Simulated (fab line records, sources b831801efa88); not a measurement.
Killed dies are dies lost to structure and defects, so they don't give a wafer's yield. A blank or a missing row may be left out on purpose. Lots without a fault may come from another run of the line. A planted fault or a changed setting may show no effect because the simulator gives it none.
Which tool did it? | flow gf180mcu | 14 lots, 42 wafers sampled, at 3 steps of a route of 602

WHAT THE GAUGES READ, wafer by wafer
GF_M5_OVL_MEAS_08.
lot  | measured     | on         | M5_OVL (nm)
L820 | day 26 18:22 | overlay-02 | 0 4 6
L821 | day 27 05:07 | overlay-02 | -3 4 -8
L823 | day 27 20:55 | overlay-02 | 1 -2 -6
L824 | day 28 04:17 | overlay-01 | 1 0 3
L825 | day 28 10:10 | overlay-01 | -11 -1 0
L831 | day 30 05:51 | overlay-01 | -3 2 4
L833 | day 30 17:46 | overlay-01 | 6 7 10
L834 | day 31 04:49 | overlay-01 | 5 0 5
L835 | day 31 11:43 | overlay-01 | -6 -1 -6
L836 | day 31 17:19 | overlay-01 | 2 3 0
L837 | day 31 19:26 | overlay-01 | 7 1 1
L838 | day 32 04:37 | overlay-01 | -4 7 -3
L839 | day 32 08:00 | overlay-01 | -6 1 4
L841 | day 32 21:29 | overlay-01 | -5 -7 3

WHICH TOOL RAN EACH LOT (tool, then ch and the chambers of the sampled wafers, then the start)
lot  | GF_SAB_ETCH_11                     | GF_MIM_SPUTTER_09
L820 | rie_diel-03 ch 0,1,3, day 15 12:11 | pvd_sputter-02, day 24 23:18
L821 | rie_diel-01 ch 0,1,3, day 15 23:23 | pvd_sputter-01, day 25 11:11
L823 | rie_diel-01 ch 0,2,3, day 16 17:28 | pvd_sputter-03, day 26 03:47
L824 | rie_diel-01 ch 0,1,3, day 17 01:52 | pvd_sputter-03, day 26 11:08
L825 | rie_diel-01 ch 0,3, day 17 06:55   | pvd_sputter-03, day 26 17:23
L831 | rie_diel-02 ch 0,2,3, day 19 17:29 | pvd_sputter-02, day 28 15:56
L833 | rie_diel-01 ch 0,1,3, day 20 05:49 | pvd_sputter-03, day 29 03:20
L834 | rie_diel-02 ch 0,1,3, day 20 21:34 | pvd_sputter-02, day 29 16:44
L835 | rie_diel-01 ch 0,2,3, day 21 07:38 | pvd_sputter-01, day 29 22:20
L836 | rie_diel-01 ch 0,1, day 21 13:41   | pvd_sputter-01, day 30 05:49
L837 | rie_diel-03 ch 1,2, day 21 18:50   | pvd_sputter-01, day 30 07:25
L838 | rie_diel-03 ch 0,1,2, day 22 06:19 | pvd_sputter-01, day 30 16:58
L839 | rie_diel-01 ch 0,1, day 22 11:05   | pvd_sputter-02, day 30 20:53
L841 | rie_diel-03 ch 0,1, day 23 02:17   | pvd_sputter-02, day 31 11:35
- GF_SAB_ETCH_11: etches SiO2 in C4F8/O2/Ar, target depth 55 nm, time 8.5 s.
- GF_MIM_SPUTTER_09: material TiN, target thk 35 nm, time 29.2 s.

WHAT THE TOOLS THEMSELVES READ (means of the sampled wafers that have a number; where no wafer has one, the mark that the record gives instead)
GF_SAB_ETCH_11.
lot  | tool        | bias_w (W) | oes_product_au (a.u.)
L820 | rie_diel-03 | 1203       | 1.003
L821 | rie_diel-01 | 1199       | 1.012
L823 | rie_diel-01 | 1201       | 1.004
L824 | rie_diel-01 | 1203       | 0.997
L825 | rie_diel-01 | 1200       | 1.001
L831 | rie_diel-02 | 1201       | 0.994
L833 | rie_diel-01 | 1198       | 1.003
L834 | rie_diel-02 | 1203       | 1.003
L835 | rie_diel-01 | 1200       | 1.004
L836 | rie_diel-01 | 1197       | 1.003
L837 | rie_diel-03 | 1199       | 1.001
L838 | rie_diel-03 | 1200       | 0.998
L839 | rie_diel-01 | 1198       | 1.010
L841 | rie_diel-03 | 1200       | 0.995

GF_MIM_SPUTTER_09.
lot  | tool           | throttle_valve_pct (%)
L820 | pvd_sputter-02 | 30.6
L821 | pvd_sputter-01 | 31.2
L823 | pvd_sputter-03 | 31.5
L824 | pvd_sputter-03 | 30.5
L825 | pvd_sputter-03 | 29.8
L831 | pvd_sputter-02 | 31.3
L833 | pvd_sputter-03 | 30.2
L834 | pvd_sputter-02 | 30.0
L835 | pvd_sputter-01 | 30.7
L836 | pvd_sputter-01 | 31.1
L837 | pvd_sputter-01 | 31.1
L838 | pvd_sputter-01 | 30.8
L839 | pvd_sputter-02 | 29.5
L841 | pvd_sputter-02 | 29.7

THE ANSWER, worked out from the rows above alone
Rule: what is usual is taken from the lots themselves. Put in order of their means at a reading, lots are off if they are a third of the lots or fewer, leave a main group of 4 or more, and stand apart from it by a gap of 3 or more times the standard deviation of the main group's means; of several such gaps the widest counts. A main group whose means are all the same, to the digits that the tables above print for the reading, isn't used. A lot without any number at a reading at which 4 lots or more have one is off too. The other lots that the step has rows for count as sound. The gauges are gone through in route order, then the tools' own readings, and for those a lot's mean is taken as printed above. The first step at which some lot is off is used, and at that step the reading that is off furthest; a lot without a number counts as furthest.
No lot is off at any reading shown: from this, nothing can be told.

WHAT THE SIMULATOR HAD PUT IN
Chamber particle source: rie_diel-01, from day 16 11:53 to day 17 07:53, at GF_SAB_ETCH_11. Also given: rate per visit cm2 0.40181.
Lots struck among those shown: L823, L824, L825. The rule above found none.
